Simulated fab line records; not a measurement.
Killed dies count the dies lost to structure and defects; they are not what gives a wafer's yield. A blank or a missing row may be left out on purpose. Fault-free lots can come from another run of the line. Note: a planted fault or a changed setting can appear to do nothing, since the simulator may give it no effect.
Which tool is to blame? :: flow sky130 :: 39 wafers sampled from 13 lots at 1 step of a route of 708

== WHAT THE GAUGES READ, wafer by wafer ==
SKY_FIELD_ISO_THK_MEAS_04. Usual: FIELD_ISO_CVD_03_THK gives 166.0 nm (standard deviation 1.1).
lot: L669
measured: day 1 13:29
on: film_metro-01
FIELD_ISO_CVD_03_THK (nm): 164.5 164.9 164.1
flag: 

lot: L670
measured: day 1 18:48
on: film_metro-04
FIELD_ISO_CVD_03_THK (nm): 164.3 165.8 166.2
flag: 

lot: L671
measured: day 2 03:38
on: film_metro-04
FIELD_ISO_CVD_03_THK (nm): 167.1 166.2 167.1
flag: 

lot: L672
measured: day 2 07:59
on: film_metro-02
FIELD_ISO_CVD_03_THK (nm): 166.3 166.4 165.1
flag: 

lot: L675
measured: day 2 20:11
on: film_metro-01
FIELD_ISO_CVD_03_THK (nm): 167.4 168.0 167.2
flag: 

lot: L676
measured: day 3 01:08
on: film_metro-04
FIELD_ISO_CVD_03_THK (nm): 168.3 167.0 167.3
flag: 

lot: L677
measured: day 3 06:06
on: film_metro-01
FIELD_ISO_CVD_03_THK (nm): 166.5 165.4 165.6
flag: 

lot: L684
measured: day 4 18:00
on: film_metro-01
FIELD_ISO_CVD_03_THK (nm): 166.3 166.3 165.8
flag: 

lot: L685
measured: day 4 22:32
on: film_metro-04
FIELD_ISO_CVD_03_THK (nm): 164.8 165.6 164.8
flag: 

lot: L687
measured: day 5 08:10
on: film_metro-04
FIELD_ISO_CVD_03_THK (nm): 167.0 168.1 166.2
flag: 

lot: L690
measured: day 5 23:35
on: film_metro-02
FIELD_ISO_CVD_03_THK (nm): 164.9 163.6 165.2
flag: 

lot: L691
measured: day 6 06:23
on: film_metro-04
FIELD_ISO_CVD_03_THK (nm): 164.6 166.5 166.0
flag: 

lot: L692
measured: day 6 10:36
on: film_metro-01
FIELD_ISO_CVD_03_THK (nm): 164.4 166.9 166.1
flag: 

== TOOL THAT RAN EACH LOT (tool first, then ch and the chambers of the sampled wafers, then the start) ==
Record: no process step prior to these readings.

== AS READ BY THE TOOLS THEMSELVES (means over the sampled wafers that have a number; for cases with no such wafer, the mark the record gives instead) ==
The record holds no such reading with a usual standard deviation.

== THE ANSWER, worked out from the rows above alone ==
Rule: take the mean of a lot's wafers that have a number; if it is more than 3 standard deviations from the usual mean, the lot is off. Also off: a lot with no number at a reading for which 4 or more lots have one. Where the step has rows for the other lots, those lots are counted as sound. The gauges are gone through in route order, then the tools' own readings, and for those a lot's mean is taken as printed above. The first step at which some lot is off is used, and at that step the reading that is off furthest; a lot without a number counts as furthest.
No lot is off on any of the readings shown, so nothing can be concluded from this.

== WHAT THE SIMULATOR PUT IN ==
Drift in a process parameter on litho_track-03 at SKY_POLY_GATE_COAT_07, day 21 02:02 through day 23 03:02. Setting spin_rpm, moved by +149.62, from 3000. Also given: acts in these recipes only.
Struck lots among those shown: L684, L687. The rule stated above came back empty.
